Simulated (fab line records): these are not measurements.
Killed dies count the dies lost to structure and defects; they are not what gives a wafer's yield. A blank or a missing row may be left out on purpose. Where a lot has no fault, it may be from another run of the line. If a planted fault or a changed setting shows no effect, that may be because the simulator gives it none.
Struck lot and sound lot, side by side + flow sky130 + 43 steps out of a route of 708
Sound: these wafers, L657.4, L657.5, L657.6. Struck: wafers L664.2, L664.5 (left out: L664.3, a lot-mate that was not struck); the cause follows at the end.
Per side, at each step with rows, come the tool, then ch with its chambers, and then its first start. Under that, the readings that differ: sound wafers + struck wafers + difference of the means + sigmas: that difference in standard deviations of wafers without a fault.
alike: words and numbers the same on both sides, and readings whose means are apart by under 2 such deviations; not compared: readings that were withheld, readings missing a value for some wafer, numbers with overlapping values and no deviation given by the record, and bounds like >300 which may hide the same value.
The two part at a step that has a row with sigmas, a row that says differs or no value, or rows on one side only. Non-overlapping numbers with no deviation appear without sigmas and do not part them. A reading missing from all wafers of one side parts the sides only when that side holds two or more wafers.

first, 5 steps without rows for these wafers: SKY_LDD_N_COAT_02 (resist thk 300 nm); SKY_LDD_N_SOFTBAKE_03 (time 60 s); SKY_LDD_N_EXPOSE_04 (exposes mask NTM, target cd 840 nm); SKY_LDD_N_PEB_05; SKY_LDD_N_DEVELOP_06 (develop time 60 s).
SKY_LDD_N_OVL_MEAS_07:
  sound on overlay-02 at day 20 13:41; struck on overlay-02 at day 23 04:19
  alike: LDD_N_OVL
then, 6 steps without rows for these wafers: SKY_LDD_N_IMPLANT_08; SKY_LDD_N_IMPLANT_09; SKY_LDD_N_IMPLANT_10; SKY_LDD_N_IMPLANT_11; SKY_LDD_N_IMPLANT_12; SKY_LDD_N_IMPLANT_13.
SKY_LDD_N_IMPLANT_14:
  sound on implanter-03 ch 0, day 20 14:41; struck on implanter-03 ch 0, day 23 05:17
next, for these wafers, 1 step has no rows: SKY_LDD_N_IMPLANT_15.
SKY_LDD_N_STRIP_16: strips in O2/N2.
  sound on plasma asher-02 ch 0,1, day 20 14:56; struck on plasma asher-02 ch 1, day 23 05:33
  alike: drypump motor current A, oes product au, strip time to endpoint s
  not compared: rf hours counter h
SKY_LDD_N_TW_MEAS_17:
  sound on film metro-04 at day 20 15:02; struck on film metro-02 at day 23 05:40
| reading  | sound          | struck    | difference | sigmas |
|----------|----------------|-----------|------------|--------|
| LDD_N_TW | 2610 2584 2609 | 2540 2545 | -58        | -3     |
then, 7 steps without rows for these wafers: SKY_LDD_P_DEHYDRATE_00 (time 60 s); SKY_LDD_P_HMDS_01 (prime time 60 s); SKY_LDD_P_COAT_02 (resist thk 1140 nm); SKY_LDD_P_SOFTBAKE_03 (time 60 s); SKY_LDD_P_EXPOSE_04 (exposes mask PSDM, target cd 380 nm); SKY_LDD_P_PEB_05; SKY_LDD_P_DEVELOP_06 (develop time 60 s).
SKY_LDD_P_CD_MEAS_07: the cd target is 380 nm.
  sound on cd sem-01 at day 21 21:43; struck on cd sem-02 at day 24 11:28
| reading    | sound             | struck      | difference | sigmas |
|------------|-------------------|-------------|------------|--------|
| cd nm (nm) | 377.0 376.6 376.9 | 382.5 384.2 | +6.5       | +2     |
SKY_LDD_P_OVL_MEAS_08:
  sound on overlay-01 at day 21 21:48; struck on overlay-01 at day 24 11:34
  alike: LDD_P_OVL
next, for these wafers, 1 step has no rows: SKY_LDD_P_IMPLANT_09.
SKY_LDD_P_STRIP_10: strips in O2/N2.
  sound on plasma asher-03 ch 0,1, day 21 22:00; struck on plasma asher-02 ch 1, day 24 11:45
  alike: drypump motor current A, oes product au, strip time to endpoint s
  not compared: rf hours counter h
SKY_LDD_P_TW_MEAS_11:
  sound on film metro-03 at day 21 22:06; struck on film metro-01 at day 24 11:52
| reading  | sound             | struck      | difference | sigmas |
|----------|-------------------|-------------|------------|--------|
| LDD_P_TW | 635.3 631.7 632.5 | 638.8 643.2 | +7.8       | +3     |
then, 7 steps without rows for these wafers: SKY_LDD_HVN_DEHYDRATE_00 (time 60 s); SKY_LDD_HVN_HMDS_01 (prime time 60 s); SKY_LDD_HVN_COAT_02 (resist thk 300 nm); SKY_LDD_HVN_SOFTBAKE_03 (time 60 s); SKY_LDD_HVN_EXPOSE_04 (exposes mask HVNTM, target cd 700 nm); SKY_LDD_HVN_PEB_05; SKY_LDD_HVN_DEVELOP_06 (develop time 60 s).
SKY_LDD_HVN_OVL_MEAS_07:
  sound on overlay-02 at day 23 04:31; struck on overlay-02 at day 25 17:47
  alike: LDD_HVN_OVL
next, for these wafers, 1 step has no rows: SKY_LDD_HVN_IMPLANT_08.
SKY_LDD_HVN_STRIP_09: strips in O2/N2.
  sound on plasma asher-01 ch 0,1, day 23 04:43; struck on plasma asher-03 ch 0,1, day 25 17:58
  alike: drypump motor current A, oes product au, strip time to endpoint s
  not compared: rf hours counter h
SKY_LDD_HVN_TW_MEAS_10:
  sound on film metro-03 at day 23 04:49; struck on film metro-02 at day 25 18:04
| reading    | sound          | struck    | difference | sigmas |
|------------|----------------|-----------|------------|--------|
| LDD_HVN_TW | 1455 1452 1445 | 1417 1407 | -39        | -3     |
then, 3 steps without rows for these wafers: SKY_LDD_HVP_DEHYDRATE_00 (time 60 s); SKY_LDD_HVP_HMDS_01 (prime time 60 s); SKY_LDD_HVP_COAT_02 (resist thk 300 nm).
-- the record jumps here: 24 days lie between the struck wafers' starts before and after (it left off in module LDD_HVP and takes up again in module PAD_OPEN, whose first step shown is number 708 of the route) --
SKY_PAD_OPEN_PROBE_99:
  sound on prober-02 at day 47 21:35; struck on prober-01 at day 49 10:11
| reading                                    | sound                       | struck           | difference | sigmas |
|--------------------------------------------|-----------------------------|------------------|------------|--------|
| killed at front end                        | 7 3 13                      | 21 19            | +12        | +3     |
| model.etest.nfet_01v8.drive ua um range    | 8.248 7.308 10.71           | 16.61 17.21      | +8.15      |        |
| model.etest.nfet_01v8_swapped.vt sat v (V) | 0.6436 0.645 0.6458         | 0.627 0.628      | -0.017     |        |
| model.etest.nfet_01v8.vt v range           | 0.008803 0.009252 0.01182   | 0.02549 0.02345  | +0.01451   |        |
| model.etest.nfet_01v8.vt v rim less centre | -0.001224 -0.003469 0.00335 | 0.007223 0.01118 | +0.009649  |        |
  alike: killed_at_M0_to_M3, killed_at_M4_up, killed at contacts, killed at other, killed dies, killed open, killed short
  not compared: model.etest.nfet_01v8_swapped.vt v, model.etest.nfet_01v8_lvt.vt v, model.etest.nfet_01v8.vt v

WHERE THEY PART
Earliest at SKY_LDD_N_TW_MEAS_17; latest, in this record, at SKY_PAD_OPEN_PROBE_99.

WHY: whatever the simulator had introduced
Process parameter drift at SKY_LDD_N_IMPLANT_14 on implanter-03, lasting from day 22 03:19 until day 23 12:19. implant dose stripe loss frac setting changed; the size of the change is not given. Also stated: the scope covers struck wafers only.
